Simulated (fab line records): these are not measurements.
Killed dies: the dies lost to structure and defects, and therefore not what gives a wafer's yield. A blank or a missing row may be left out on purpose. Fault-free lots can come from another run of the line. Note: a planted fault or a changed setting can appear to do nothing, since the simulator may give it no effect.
A lot that was struck, set against a sound lot + flow sky130 + 17 out of 708 route steps
Sound: these wafers, L448.2, L448.4, L448.6. Wafers L468.2, L468.5, L468.6 were the ones struck. The cause is given at the end.
Each step with rows lists, per side, the tool, then ch with its chambers, then its first start. Under that, the readings that differ: sound wafers + struck wafers + difference of the means + sigmas: that difference in standard deviations of wafers without a fault.
alike: readings with means less than 2 such deviations apart, plus words and numbers identical on both sides. not compared: withheld readings, readings lacking a value on some wafer, bounds such as >300 that could conceal the same value, and numbers that have no deviation in the record and whose values overlap.
Wherever a step has rows on one side only, a row that says differs or no value, or a row with sigmas, the two part there. Numbers that have no deviation but don't overlap get no sigmas and don't part them. Lack of a reading on every wafer of one side parts them only where that side has two or more wafers.

first, 1 step without rows for these wafers: SKY_SD_P_DEVELOP_06 (develop time 60 s).
SKY_SD_P_CD_MEAS_07 targets a cd of 380 nm.
  sound: cd_sem-01 at day 25 13:50; struck: cd_sem-02 at day 32 05:41
  alike: cd_nm
SKY_SD_P_OVL_MEAS_08:
  sound: overlay-02 at day 25 13:57; struck: overlay-02 at day 32 05:48
  alike: SD_P_OVL
following that, these wafers have no rows for 1 step: SKY_SD_P_IMPLANT_09.
SKY_SD_P_STRIP_10: strips in O2/N2.
  sound on plasma_asher-04 ch 0,1, day 25 14:08; struck on plasma_asher-01 ch 0,1, day 32 05:59
  alike: drypump_motor_current_A, n2_flow_sccm, oes_product_au, strip_time_to_endpoint_s
  not compared: rf_hours_counter_h
SKY_SD_P_TW_MEAS_11:
  sound: film_metro-02 at day 25 14:14; struck: film_metro-02 at day 32 06:05
  alike: SD_P_TW
then, 6 steps without rows for these wafers: SKY_RES_XHIGH_DEHYDRATE_00 (time 60 s); SKY_RES_XHIGH_HMDS_01 (prime time 60 s); SKY_RES_XHIGH_COAT_02 (resist thk 1140 nm); SKY_RES_XHIGH_SOFTBAKE_03 (time 60 s); SKY_RES_XHIGH_EXPOSE_04 (exposes mask URPM, target cd 1270 nm); SKY_RES_XHIGH_PEB_05.
SKY_RES_XHIGH_DEVELOP_06: develop time 60 s.
  struck on litho_track-03, day 33 09:05; sound on litho_track-03 ch 0, day 26 19:02
  no value came back on the struck wafers for chill_plate_temp_C (C), develop_time_s (s), exhaust_pa (Pa); on the sound wafers chill_plate_temp_C (C) reads 23.07 23.08 22.99
following that, these wafers have no rows for 1 step: SKY_RES_XHIGH_IMPLANT_07.
SKY_RES_XHIGH_STRIP_08: strips in O2/N2.
  sound on plasma_asher-01 ch 0, day 26 19:18; struck on plasma_asher-01 ch 0,1, day 33 09:21
  alike: drypump_motor_current_A, n2_flow_sccm, oes_product_au, strip_time_to_endpoint_s
  not compared: rf_hours_counter_h
SKY_RES_XHIGH_TW_MEAS_09:
  sound: film_metro-03 at day 26 19:25; struck: film_metro-01 at day 33 09:28
| reading      | sound          | struck   | difference | sigmas |
|--------------|----------------|----------|------------|--------|
| RES_XHIGH_TW | 1637 1638 1638 | 31 31 31 | -1607      | -85    |
then, 1 step without rows for these wafers: SKY_SD_N_DEHYDRATE_00 (time 60 s).

## WHERE THEY PART
Last at SKY_RES_XHIGH_TW_MEAS_09 as far as this record goes, first at SKY_RES_XHIGH_DEVELOP_06.

WHY: whatever the simulator had introduced
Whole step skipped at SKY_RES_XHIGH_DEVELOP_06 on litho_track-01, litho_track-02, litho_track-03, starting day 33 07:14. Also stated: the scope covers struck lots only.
